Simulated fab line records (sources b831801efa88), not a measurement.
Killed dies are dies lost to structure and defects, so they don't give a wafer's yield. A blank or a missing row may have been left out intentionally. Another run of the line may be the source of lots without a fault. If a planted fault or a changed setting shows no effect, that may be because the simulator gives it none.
fab line records -- flow sky130
[record] lots = 6, wafers = 18, lastDay = 50
route steps=708 shown FIELD_ISO@11 PAD_OPEN@708
lots that met no fault: from a run of the same line without faults
startH: start of the lot's first displayed wafer, in hours after the record's first day -- waitH: hours from the lot's prior step to this one -- " as in the row above -- L1.1+2: a row that stands for several wafers -- - either no value or no given start -- * or withheld: withheld -- < > ~ a bound
route shown NAME@n: a module of which the file shows steps, and the number in the route of the first -- usual: mean/standard deviation of fault-free wafers -- same: alike in all rows -- chamber/n: place in a boat -- sites: the reading at each site -- _std_site: their standard deviation -- _edge_site: mean of outer sites minus mean of inner sites -- radiusMm: how far each site lies from the wafer's centre -- mask NAME#n: copy n -- behind: the tool/chamber that last shaped the wafer -- hold: why the lot was held/for how many hours/how that ended -- device: whichever transistor did not switch (one of n, p or np) -- end of line: the tests these same wafers got at the end of their route -- a step with no rows: only its recipe -- killed: dies lost to structure and defects at the first sort, not the wafer's yield -- map: shows each die of a wafer: x if killed, . if not, _ if none is there
set.NAME: the setting the step ran with; set.NAME@STEP: the setting that earlier step ran with -- model.NAME: the simulator's own value behind a step, which no gauge read
certain route steps with their lots: each step a table, each wafer a row
services: from which hour (startH, from the record's first day; less than 0 if before it) a tool's chamber was out of use, for how many hours, and why
[[steps]]
[step SKY_FIELD_ISO_EXPOSE_10]
[recipe] maskId = FOM, na = 0.68, sourceShape = annular, sigmaInner = 0.4, sigmaOuter = 0.8, targetCdNm = 150, doseMj = 28
[step SKY_FIELD_ISO_PEB_11]
[recipe] pebTempC = withheld, pebTimeS = withheld, resist = KrF-thick
[step SKY_FIELD_ISO_DEVELOP_12]
[recipe] developTimeS = 60, resist = KrF-thick, devTempC = 21
[step SKY_FIELD_ISO_CD_MEAS_13]
[recipe] targetCdNm = 150
[usual] cdNm = 150.5/1.5
lot.wafer,tool,chamber,startH,waitH,cdNm
L966.3,cdSem-01,-,38.08,-,152.7
L966.5,cdSem-01,-,38.08,-,151.2
L966.6,cdSem-01,-,38.08,-,152.1
L970.2,cdSem-01,-,66.31,-,150.6
L970.3,cdSem-01,-,66.31,-,149.8
L970.5,cdSem-01,-,66.31,-,150.1
L973.1,cdSem-01,-,75.73,-,152.9
L973.3,cdSem-01,-,75.73,-,153.0
L973.5,cdSem-01,-,75.73,-,152.6
L977.3,cdSem-01,-,97.06,-,149.6
L977.4,cdSem-01,-,97.06,-,147.2
L977.6,cdSem-01,-,97.06,-,147.3
L978.2,cdSem-02,-,103.71,-,151.1
L978.3,cdSem-02,-,103.71,-,149.7
L978.5,cdSem-02,-,103.71,-,149.8
L986.1,cdSem-02,-,147.59,-,150.2
L986.3,cdSem-02,-,147.59,-,148.5
L986.4,cdSem-02,-,147.59,-,150.7
[step SKY_FIELD_ISO_ETCH_14]
[recipe] chemistry = N2/H2, target = BARC, ionEnergyEv = 200, sourceW = 500, biasW = 100, pressureMtorr = 30, n2FlowSccm = 100, h2FlowSccm = 200, stopOn = SiO2, timeS = 45.9, targetDepthA = 600
[usual] drypumpMotorCurrentA = 5.8/0.44, oesProductAu = 0.855/0.0044, throttleValvePct = 13.224/0.0092
lot.wafer,tool,chamber,startH,waitH,drypumpMotorCurrentA,oesProductAu,rfHoursCounterH,throttleValvePct
L966.3,rieDiel-03,0,38.16,0.1,5.4,0.855,63,13.223
L966.5,rieDiel-03,0,38.16,0.1,5.4,0.866,-,13.223
L966.6,rieDiel-03,3,38.16,0.1,4.9,0.852,-,13.230
L970.2,rieDiel-03,3,66.41,0.1,4.9,0.862,114,13.226
L970.3,rieDiel-03,0,66.41,0.1,5.4,0.847,64,13.222
L970.5,rieDiel-03,2,66.41,0.1,5.7,0.852,-,13.244
L973.1,rieDiel-01,2,75.85,0.1,5.6,0.859,2,13.220
L973.3,rieDiel-01,1,75.85,0.1,6.6,0.850,79,13.210
L973.5,rieDiel-01,3,75.85,0.1,6.0,0.857,-,13.207
L977.3,rieDiel-01,2,97.14,0.1,5.6,0.853,2,13.222
L977.4,rieDiel-01,0,97.14,0.1,6.1,0.859,56,13.210
L977.6,rieDiel-01,0,97.14,0.1,6.0,0.867,-,13.219
L978.2,rieDiel-04,0,103.81,0.1,5.9,0.858,83,13.204
L978.3,rieDiel-04,3,103.81,0.1,5.9,0.855,46,13.216
L978.5,rieDiel-04,0,103.81,0.1,5.9,0.858,-,13.221
L986.1,rieDiel-01,1,147.71,0.1,6.6,0.853,80,13.206
L986.3,rieDiel-01,0,147.71,0.1,6.0,0.858,57,13.229
L986.4,rieDiel-01,3,147.71,0.1,6.0,0.853,86,13.217
[step SKY_FIELD_ISO_ETCH_15]
[recipe] chemistry = CHF3/O2, targetDepthNm = 180, stopOn = Si, sourceW = 600, biasW = 200, pressureMtorr = 40, chf3FlowSccm = 50, O2_flow_sccm = 5, timeS = 72
[usual] O2_flow_sccm = 5.000/0.015, drypumpMotorCurrentA = 5.8/0.44, oesProductAu = 0.945/0.0076, throttleValvePct = 8.845/0.0089
lot.wafer,tool,chamber,startH,waitH,O2_flow_sccm,drypumpMotorCurrentA,oesProductAu,rfHoursCounterH,throttleValvePct
L966.3,rieDiel-03,0,38.20,0.0,5.013,5.4,0.950,63,8.839
L966.5,rieDiel-03,0,38.20,0.0,5.017,5.4,0.952,-,8.842
L966.6,rieDiel-03,3,38.20,0.0,5.000,4.9,0.951,-,8.847
L970.2,rieDiel-03,3,66.45,0.0,5.001,4.9,0.941,114,8.842
L970.3,rieDiel-03,0,66.45,0.0,4.986,5.4,0.946,64,8.843
L970.5,rieDiel-03,2,66.45,0.0,5.000,5.7,0.951,-,8.849
L973.1,rieDiel-01,2,75.89,0.0,5.002,5.6,0.948,2,8.857
L973.3,rieDiel-01,1,75.89,0.0,4.993,6.6,0.953,79,8.845
L973.5,rieDiel-01,3,75.89,0.0,4.991,6.0,0.938,-,8.846
L977.3,rieDiel-01,2,97.19,0.0,4.985,5.6,0.944,2,8.845
L977.4,rieDiel-01,0,97.19,0.0,5.000,6.0,0.938,56,8.851
L977.6,rieDiel-01,0,97.19,0.0,5.000,6.0,0.939,-,8.827
L978.2,rieDiel-04,0,103.85,0.0,4.990,5.9,0.931,83,8.843
L978.3,rieDiel-04,3,103.85,0.0,4.993,5.9,0.941,46,8.855
L978.5,rieDiel-04,0,103.85,0.0,4.990,5.9,0.952,-,8.846
L986.1,rieDiel-01,1,147.75,0.0,5.009,6.6,0.947,81,8.855
L986.3,rieDiel-01,0,147.75,0.0,5.011,6.0,0.954,57,8.829
L986.4,rieDiel-01,3,147.75,0.0,4.997,5.9,0.941,86,8.850
[step SKY_FIELD_ISO_STRIP_16]
[recipe] chemistry = O2/N2, powerW = 1400, pressureMtorr = 1500, platenTempC = withheld, o2FlowSccm = 3000, n2FlowSccm = 300, overashFraction = 0.5
[usual] drypumpMotorCurrentA = 5.8/0.44, oesProductAu = 0.378/0.0046, stripTimeToEndpointS = 3.55/0.035
lot.wafer,tool,chamber,startH,waitH,drypumpMotorCurrentA,oesProductAu,rfHoursCounterH,stripTimeToEndpointS
L966.3,plasmaAsher-02,1,38.29,0.1,5.4,0.380,-,3.55
L966.5,plasmaAsher-02,1,38.29,0.1,5.4,0.372,-,3.54
L966.6,plasmaAsher-02,0,38.29,0.1,5.9,0.376,-,3.60
L970.2,plasmaAsher-02,0,66.51,0.0,5.9,0.387,40,3.63
L970.3,plasmaAsher-02,1,66.51,0.0,5.3,0.385,-,3.55
L970.5,plasmaAsher-02,0,66.51,0.0,5.9,0.372,-,3.50
L973.1,plasmaAsher-02,0,75.94,0.0,5.9,0.384,41,3.55
L973.3,plasmaAsher-02,1,75.94,0.0,5.3,0.378,-,3.56
L973.5,plasmaAsher-02,0,75.94,0.0,5.9,0.388,-,3.59
L977.3,plasmaAsher-02,0,97.28,0.1,5.9,0.368,-,3.53
L977.4,plasmaAsher-02,1,97.28,0.1,5.4,0.374,-,3.58
L977.6,plasmaAsher-02,1,97.28,0.1,5.4,0.375,-,3.58
L978.2,plasmaAsher-03,1,103.91,0.0,5.5,0.379,33,3.58
L978.3,plasmaAsher-03,0,103.91,0.0,6.5,0.377,-,3.60
L978.5,plasmaAsher-03,1,103.91,0.0,5.5,0.380,-,3.55
L986.1,plasmaAsher-01,0,147.81,0.0,5.3,0.378,37,3.54
L986.3,plasmaAsher-01,1,147.81,0.0,6.3,0.372,-,3.59
L986.4,plasmaAsher-01,0,147.81,0.0,5.3,0.389,-,3.59
[step SKY_FIELD_ISO_ETCH_17]
[recipe] targetDepthA = 3420, maskMaterial = Si3N4, chemistry = HBr/Cl2/O2, target = Si, taperDeg = 5, icpW = 600, biasW = 150, pressureMtorr = 15, HBr_flow_sccm = 150, Cl2_flow_sccm = 40, O2_flow_sccm = 6, timeS = 97.7
[usual] HBr_flow_sccm = 150.0/0.48, O2_flow_sccm = 6.001/0.018, drypumpMotorCurrentA = 5.5/0.49, oesProductAu = 1.000/0.0081, throttleValvePct = 25.656/0.0096
lot.wafer,tool,chamber,startH,waitH,HBr_flow_sccm,O2_flow_sccm,drypumpMotorCurrentA,oesProductAu,rfHoursCounterH,throttleValvePct
L966.3,rieSi-02,0,38.36,0.0,150.9,5.992,5.1,0.999,1,25.654
L966.5,rieSi-02,1,38.36,0.0,149.5,5.999,5.2,1.007,-,25.642
L966.6,rieSi-02,3,38.36,0.0,149.3,5.987,5.2,1.002,-,25.647
L970.2,rieSi-01,0,66.61,0.1,150.3,6.020,6.5,0.998,104,25.651
L970.3,rieSi-01,2,66.61,0.1,150.3,5.998,5.6,0.993,148,25.662
L970.5,rieSi-01,1,66.61,0.1,150.9,6.013,6.0,0.995,-,25.654
L973.1,rieSi-02,2,76.04,0.1,150.1,6.013,5.1,0.982,0,25.659
L973.3,rieSi-02,3,76.04,0.1,149.4,6.009,5.2,1.001,42,25.650
L973.5,rieSi-02,1,76.04,0.1,149.8,6.024,5.2,1.004,-,25.656
L977.3,rieSi-01,3,97.34,0.0,149.9,6.010,5.5,1.002,38,25.658
L977.4,rieSi-01,3,97.34,0.0,150.3,6.016,5.5,0.997,-,25.654
L977.6,rieSi-01,0,97.34,0.0,150.0,5.996,6.6,0.996,-,25.666
L978.2,rieSi-02,0,104.01,0.1,149.7,5.937,5.1,1.005,2,25.655
L978.3,rieSi-02,3,104.01,0.1,149.8,6.025,5.2,0.997,42,25.649
L978.5,rieSi-02,1,104.01,0.1,150.2,6.026,5.2,1.005,-,25.664
L986.1,rieSi-02,3,147.91,0.1,149.9,6.001,5.2,1.000,42,25.652
L986.3,rieSi-02,0,147.91,0.1,149.6,5.988,5.1,0.998,2,25.640
L986.4,rieSi-02,2,147.91,0.1,150.3,6.039,5.1,0.992,1,25.662
[step SKY_FIELD_ISO_WET_ETCH_18]
[recipe] chemistry = H3PO4, targetDepthNm = 25, tempC = 160, target = Si3N4, timeS = 286
[step SKY_FIELD_ISO_CLEAN_19]
[recipe] chemistry = SC1/SC2, mix = 1:4:20, tempC = 70, timeS = 150
[step SKY_FIELD_ISO_CLEAN_20]
[recipe] chemistry = dHF, timeS = 20, dilution = 100:1
[step SKY_FIELD_ISO_WET_ETCH_21]
[recipe] chemistry = dHF, dilution = 100:1, targetDepthNm = 20, dry = ipaMarangoni, target = SiO2, tempC = 25, timeS = 400
[step SKY_FIELD_ISO_OXIDATION_22]
[recipe] tempC = 950, ambient = O2, stabiliseS = 600, purgeS = 300, targetThkA = 100, oxTimeS = 623
[usual] spikeTcBottomC = 968.1/1.2, spikeTcCentreC = 950.5/1.3, spikeTcLowerC = 949.0/1.1, spikeTcTopC = 960/4.8, spikeTcUpperC = 950.7/1.3, tubeCenterTempC = 949.99/0.086, tube_center_temp_C_max = 952.4/0.37, zonePowerCentrePct = 21.51/0.21, zonePowerLowerPct = 20.5/0.66, zonePowerTopPct = 35.5/0.41
[same] oxTimeS = 623
lot.wafer,tool,chamber,startH,waitH,spikeTcBottomC,spikeTcCentreC,spikeTcLowerC,spikeTcTopC,spikeTcUpperC,tubeCenterTempC,tube_center_temp_C_max,zonePowerCentrePct,zonePowerLowerPct,zonePowerTopPct,model.SiO2_of_FIELD_ISO_OXIDATION_22.thkNm
L966.3,furnace-02,0,43.69,5.0,967.9,949.6,949.1,955,952.4,949.91,952.1,21.23,20.0,35.7,9.825
L966.5,furnace-02,0,43.69,5.0,969.9,950.4,949.4,955,952.1,949.87,951.8,21.38,19.8,35.8,9.734
L966.6,furnace-02,0,43.69,5.0,969.1,948.6,950.3,955,952.0,949.98,952.1,21.58,19.9,35.9,9.707
L970.2,furnace-01,0,67.39,0.4,965.6,949.4,949.4,964,949.3,950.06,952.1,21.27,21.3,35.4,9.98
L970.3,furnace-01,0,67.39,0.4,967.1,951.9,947.8,965,950.5,950.04,952.6,21.15,20.9,35.7,9.859
L970.5,furnace-01,0,67.39,0.4,966.6,952.7,948.8,963,950.4,949.98,952.6,21.58,21.2,35.1,9.999
L973.1,furnace-01,0,80.42,4.0,969.2,949.8,947.4,963,948.5,949.95,952.1,21.45,21.2,35.4,9.674
L973.3,furnace-01,0,80.42,4.0,966.3,948.2,949.7,964,950.5,950.18,952.9,21.42,21.2,34.8,9.828
L973.5,furnace-01,0,80.42,4.0,968.1,951.6,948.1,963,950.0,950.02,952.2,21.48,20.8,36.3,9.846
L977.3,furnace-01,0,98.09,0.4,1011.6,996.5,993.8,1008,993.9,994.62,997.2,23.93,23.4,38.3,16.62
L977.4,furnace-01,0,98.09,0.4,1012.3,996.3,992.8,1009,993.6,994.74,997.0,23.59,23.3,38.0,16.76
L977.6,furnace-01,0,98.09,0.4,1013.3,996.2,992.7,1010,995.6,994.64,997.1,23.88,23.4,38.3,16.66
L978.2,furnace-01,0,104.35,0.0,1012.4,997.4,993.0,1008,995.8,994.72,997.5,23.84,23.1,38.7,16.81
L978.3,furnace-01,0,104.35,0.0,1011.7,995.1,994.0,1009,994.7,994.69,996.7,23.85,23.0,38.5,16.76
L978.5,furnace-01,0,104.35,0.0,1010.9,994.5,993.6,1007,996.5,994.72,997.3,23.99,23.5,37.9,16.89
L986.1,furnace-02,0,150.68,2.4,969.3,949.4,950.0,955,953.0,949.86,952.2,21.42,19.9,35.8,10.27
L986.3,furnace-02,0,150.68,2.4,968.3,948.2,948.5,953,949.8,949.89,951.7,21.81,20.1,36.4,10.37
L986.4,furnace-02,0,150.68,2.4,968.2,950.8,949.7,956,951.4,949.91,951.6,21.33,19.8,35.5,10.39
[step SKY_FIELD_ISO_THK_MEAS_23]
[recipe] reads = SiO2_of_FIELD_ISO_OXIDATION_22
[usual] FIELD_ISO_OXIDATION_01_THK = 9.97/0.21
lot.wafer,tool,chamber,startH,waitH,FIELD_ISO_OXIDATION_01_THK[nm]
L966.3,filmMetro-03,-,44.89,0.0,9.87
L966.5,filmMetro-03,-,44.89,0.0,9.81
L966.6,filmMetro-03,-,44.89,0.0,9.73
L970.2,filmMetro-04,-,68.58,0.0,10.00
L970.3,filmMetro-04,-,68.58,0.0,9.85
L970.5,filmMetro-04,-,68.58,0.0,9.97
L973.1,filmMetro-02,-,81.59,0.0,9.66
L973.3,filmMetro-02,-,81.59,0.0,9.80
L973.5,filmMetro-02,-,81.59,0.0,9.85
L977.3,filmMetro-02,-,99.28,0.0,16.63
L977.4,filmMetro-02,-,99.28,0.0,16.75
L977.6,filmMetro-02,-,99.28,0.0,16.62
L978.2,filmMetro-04,-,105.53,0.0,16.81
L978.3,filmMetro-04,-,105.53,0.0,16.76
L978.5,filmMetro-04,-,105.53,0.0,16.87
L986.1,filmMetro-04,-,151.86,0.0,10.28
L986.3,filmMetro-04,-,151.86,0.0,10.33
L986.4,filmMetro-04,-,151.86,0.0,10.39
[step SKY_FIELD_ISO_CVD_24]
[recipe] material = SiO2, targetThkNm = 595, tempC = 650, sigmaOpenFrac = 0.3, timeS = 99.2, sih4FlowSccm = 60, pressureMtorr = 6
[step SKY_PAD_OPEN_PROBE_99]
[usual] killed_at_M0_to_M3 = 44/7.3, killed_at_M4_up = 3.5/1.8, killedAtContacts = 24/5.8, killedAtFrontEnd = 16/4.3, killedAtOther = 0.5/0.68, killedDies = 88/9.4, killedOpen = 48/6.8, killedShort = 40/6.1
[same] grossDies = 492, killedAtBackSide = 0
lot.wafer,tool,chamber,startH,waitH,killed_at_M0_to_M3,killed_at_M4_up,killedAtContacts,killedAtFrontEnd,killedAtOther,killedDies,killedOpen,killedShort,model.etest.sramNfetPass.offLog10AUm,model.etest.diodePdiffFingers.leakLog10ACm2,model.etest.diodeNdiffFingers.leakLog10ACm2,model.etest.sramNfetPass.vtV,model.etest.sramNfetPass.vtSatV
L966.3,prober-01,-,1087.13,0.2,37,3,29,16,1,86,53,33,-12.61,-6.392,-6.444,0.6613,0.5535
L966.5,prober-01,-,1087.23,0.2,40,0,19,10,1,70,43,27,-12.42,-6.324,-6.726,0.6424,0.5406
L966.6,prober-01,-,1087.28,0.2,41,1,28,14,1,85,47,38,-12.57,-6.297,-6.414,0.6707,0.5643
L970.2,prober-02,-,1114.39,0.1,43,2,39,15,0,99,56,43,-12.57,-6.302,-6.508,0.6405,0.5387
L970.3,prober-02,-,1114.44,0.2,54,1,26,17,1,99,59,40,-12.51,-6.669,-6.972,0.6373,0.5334
L970.5,prober-02,-,1114.54,0.2,50,1,36,10,0,97,60,37,-12.55,-6.553,-6.712,0.6428,0.5374
L973.1,prober-01,-,1133.87,0.1,53,0,28,14,1,96,53,42,-12.64,-6.231,-6.753,0.6445,0.548
L973.3,prober-01,-,1133.97,0.2,47,3,30,17,0,97,59,38,-12.68,-6.799,-6.856,0.6613,0.5598
L973.5,prober-01,-,1134.07,0.2,68,3,16,19,0,106,58,46,-12.92,-6.657,-6.633,0.6772,0.5798
L977.3,prober-02,-,1153.84,0.2,41,3,30,26,0,100,61,39,-13.24,-6.878,-6.76,0.7028,0.6032
L977.4,prober-02,-,1153.89,0.2,42,2,26,24,0,94,46,48,-13.26,-6.974,-6.97,0.7102,0.61
L977.6,prober-02,-,1153.99,0.2,43,3,25,20,1,92,50,41,-12.93,-7.062,-6.897,0.6698,0.5758
L978.2,prober-02,-,1162.49,0.1,42,5,22,13,0,82,41,39,-13.16,-7.384,-6.693,0.7174,0.6207
L978.3,prober-02,-,1162.54,0.2,33,2,21,21,0,77,49,28,-13.34,-7.221,-6.899,0.712,0.6171
L978.5,prober-02,-,1162.64,0.2,43,6,19,17,1,86,38,48,-13.41,-6.969,-6.978,0.7225,0.6263
L986.1,prober-02,-,1198.05,0.1,41,3,27,13,1,85,46,39,-12.9,-6.429,-6.502,0.6853,0.587
L986.3,prober-02,-,1198.15,0.2,28,4,24,14,2,72,43,27,-13.02,-6.556,-6.482,0.7127,0.606
L986.4,prober-02,-,1198.20,0.2,45,3,18,12,0,78,45,33,-12.5,-6.612,-6.435,0.6707,0.5678
// killed by level:class
L966.3 CONTACT:geometricParticle:open=12 VIA1:geometricParticle:open=10 METAL2:geometricParticle:short=7 POLY_GATE:geometricParticle:open=6 LI_CONTACT:geometricParticle:open=5 VIA2:geometricParticle:open=5 LI_CONTACT:geometricParticle:short=4 FIELD_ISO:geometricParticle:short=3
L966.5 VIA3:geometricParticle:open=10 CONTACT:geometricParticle:open=9 VIA1:geometricParticle:open=9 LI_CONTACT:geometricParticle:open=4 VIA2:geometricParticle:open=4 VIA1:geometricParticle:short=3 LI_CONTACT:geometricParticle:short=3 METAL2:geometricParticle:short=3
L966.6 CONTACT:geometricParticle:open=9 METAL2:geometricParticle:short=9 VIA1:geometricParticle:open=8 LI_CONTACT:geometricParticle:open=7 METAL1:geometricParticle:short=7 POLY_GATE:geometricParticle:short=4 METAL1:geometricParticle:open=4 LOCAL_INTERCONNECT:geometricParticle:open=4
L970.2 LI_CONTACT:geometricParticle:open=14 CONTACT:geometricParticle:open=11 VIA2:geometricParticle:open=8 METAL3:geometricParticle:short=7 FIELD_ISO:geometricParticle:open=5 LI_CONTACT:geometricParticle:short=5 VIA1:geometricParticle:open=5 METAL2:geometricParticle:short=5
L970.3 VIA1:geometricParticle:open=12 CONTACT:geometricParticle:open=9 VIA2:geometricParticle:open=9 VIA3:geometricParticle:open=8 LI_CONTACT:geometricParticle:open=7 METAL1:geometricParticle:short=6 SPACER:geometricParticle:short=5 CONTACT:geometricParticle:short=4
L970.5 CONTACT:geometricParticle:open=13 VIA1:geometricParticle:open=10 VIA3:geometricParticle:open=9 VIA2:geometricParticle:open=7 LI_CONTACT:geometricParticle:open=7 METAL1:geometricParticle:short=7 CONTACT:geometricParticle:short=6 LI_CONTACT:geometricParticle:short=4
L973.1 VIA3:geometricParticle:open=14 CONTACT:geometricParticle:open=11 VIA1:geometricParticle:open=8 METAL2:geometricParticle:short=8 LI_CONTACT:geometricParticle:open=7 CONTACT:geometricParticle:short=6 VIA1:geometricParticle:short=5 VIA2:geometricParticle:short=5
L973.3 VIA1:geometricParticle:open=13 VIA3:geometricParticle:open=12 LI_CONTACT:geometricParticle:open=11 VIA2:geometricParticle:open=9 FIELD_ISO:geometricParticle:short=8 CONTACT:geometricParticle:open=8 LI_CONTACT:geometricParticle:short=4 CONTACT:geometricParticle:short=4
L973.5 VIA3:geometricParticle:open=14 VIA1:geometricParticle:open=13 VIA2:geometricParticle:open=12 FIELD_ISO:geometricParticle:short=6 FIELD_ISO:geometricParticle:open=6 VIA1:geometricParticle:short=6 VIA3:geometricParticle:short=6 LI_CONTACT:geometricParticle:open=5
L977.3 CONTACT:geometricParticle:open=12 LI_CONTACT:geometricParticle:open=11 VIA1:geometricParticle:open=8 METAL1:geometricParticle:short=7 POLY_GATE:geometricParticle:short=7 FIELD_ISO:geometricParticle:open=6 METAL2:geometricParticle:short=6 VIA2:geometricParticle:open=6
L977.4 CONTACT:geometricParticle:open=8 VIA1:geometricParticle:open=8 METAL2:geometricParticle:short=8 POLY_GATE:geometricParticle:open=7 LI_CONTACT:geometricParticle:open=7 LOCAL_INTERCONNECT:geometricParticle:short=6 FIELD_ISO:geometricParticle:short=5 POLY_GATE:geometricParticle:short=5
L977.6 METAL1:geometricParticle:short=8 LI_CONTACT:geometricParticle:open=8 VIA1:geometricParticle:open=8 CONTACT:geometricParticle:open=6 VIA2:geometricParticle:open=6 FIELD_ISO:geometricParticle:open=5 CONTACT:geometricParticle:short=5 VIA3:geometricParticle:open=5
L978.2 VIA3:geometricParticle:open=11 VIA1:geometricParticle:open=10 METAL2:geometricParticle:short=9 POLY_GATE:geometricParticle:short=7 LI_CONTACT:geometricParticle:open=5 CONTACT:geometricParticle:open=5 LOCAL_INTERCONNECT:geometricParticle:short=4 CONTACT:geometricParticle:short=4
L978.3 VIA1:geometricParticle:open=10 LI_CONTACT:geometricParticle:open=9 POLY_GATE:geometricParticle:open=8 FIELD_ISO:geometricParticle:short=7 VIA3:geometricParticle:open=7 CONTACT:geometricParticle:open=5 CONTACT:geometricParticle:short=4 METAL1:geometricParticle:short=4
L978.5 VIA1:geometricParticle:open=9 VIA3:geometricParticle:open=7 LOCAL_INTERCONNECT:geometricParticle:short=7 FIELD_ISO:geometricParticle:short=6 METAL2:geometricParticle:short=6 CONTACT:geometricParticle:open=5 METAL1:geometricParticle:short=5 VIA2:geometricParticle:open=5
L986.1 VIA2:geometricParticle:open=7 VIA2:geometricParticle:short=7 VIA3:geometricParticle:open=7 LOCAL_INTERCONNECT:geometricParticle:short=6 LI_CONTACT:geometricParticle:open=6 CONTACT:geometricParticle:open=6 VIA1:geometricParticle:open=6 METAL2:geometricParticle:short=5
L986.3 CONTACT:geometricParticle:open=14 LI_CONTACT:geometricParticle:open=5 VIA3:geometricParticle:open=5 SPACER:geometricParticle:short=4 METAL1:geometricParticle:short=4 VIA1:geometricParticle:open=4 VIA2:geometricParticle:open=4 POLY_GATE:geometricParticle:open=3
L986.4 VIA2:geometricParticle:open=10 METAL2:geometricParticle:short=8 LI_CONTACT:geometricParticle:open=7 CONTACT:geometricParticle:open=5 POLY_GATE:geometricParticle:open=4 METAL1:geometricParticle:short=4 VIA1:geometricParticle:open=4 VIA2:geometricParticle:short=4
[[services]]
tool,chamber,startH,hours,kind
rieDiel-04,-,21.66,1.2,repair
rieSi-02,2,30.88,10.5,repair
furnace-01,-,32.15,13.9,repair
rieSi-02,2,41.35,-,clean
rieSi-02,2,41.35,21.9,scheduledDown
rieSi-02,2,41.35,21.9,ventCycle
plasmaAsher-01,-,49.01,55.0,repair
rieSi-01,-,67.05,28.1,pm
rieSi-02,2,68.31,2.3,repair
rieSi-02,1,71.71,1.6,repair
furnace-02,-,78.56,4.1,pm
rieSi-02,2,89.94,4.6,repair
rieSi-01,2,95.15,-,clean
rieDiel-03,3,100.24,3.9,repair
plasmaAsher-02,-,108.75,9.0,pm
plasmaAsher-02,0,108.75,9.0,ventCycle
plasmaAsher-02,1,108.75,9.0,ventCycle
rieDiel-03,-,112.41,2.8,pm
plasmaAsher-02,0,117.75,-,clean
plasmaAsher-02,1,117.75,-,clean
rieDiel-01,3,118.86,7.7,repair
rieDiel-04,-,131.39,28.1,pm
plasmaAsher-02,-,136.46,2.8,pm
furnace-01,-,136.63,3.0,pm
[[key]]
[firstSign] step = SKY_FIELD_ISO_OXIDATION_22, reading = tubeCenterTempC, direction = up, sigmas = 99+, usual = *, struck = *
[effect] step = SKY_FIELD_ISO_OXIDATION_22, reading = tube_center_temp_C_max, direction = up, sigmas = 99+, usual = *, struck = *
[effect] step = SKY_FIELD_ISO_THK_MEAS_23, reading = FIELD_ISO_OXIDATION_01_THK, direction = up, sigmas = 33, usual = 9.97, struck = 16.74
[modelEffect] step = SKY_FIELD_ISO_OXIDATION_22, value = SiO2_of_FIELD_ISO_OXIDATION_22.thkNm, without = 9.896, struck = 16.75
[modelEffect] step = SKY_PAD_OPEN_PROBE_99, value = etest.sramNfetPass.offLog10AUm, without = -12.72, struck = -13.22
metAt SKY_FIELD_ISO_OXIDATION_22
struckWafers L977.3,L977.4,L977.6,L978.2,L978.3,L978.5
testerLeftOut L977,L978
onsetBetween 80.42 98.09
[fault] kind = processParameterDrift, tool = furnace-01, chamber = -, onsetH = 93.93, steps = SKY_FIELD_ISO_OXIDATION_22, channel = tempC, offset = *, shape = step, endH = 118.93, actsIn = *, stated = *
// testerLeftOut: of these lots the tester's yield and bins aren't shown, on N5 and GAA mostly nor the transistor test; their killed dies are dies lost to structure and defects alone, not to doping, threshold or leakage, so they don't give the yield
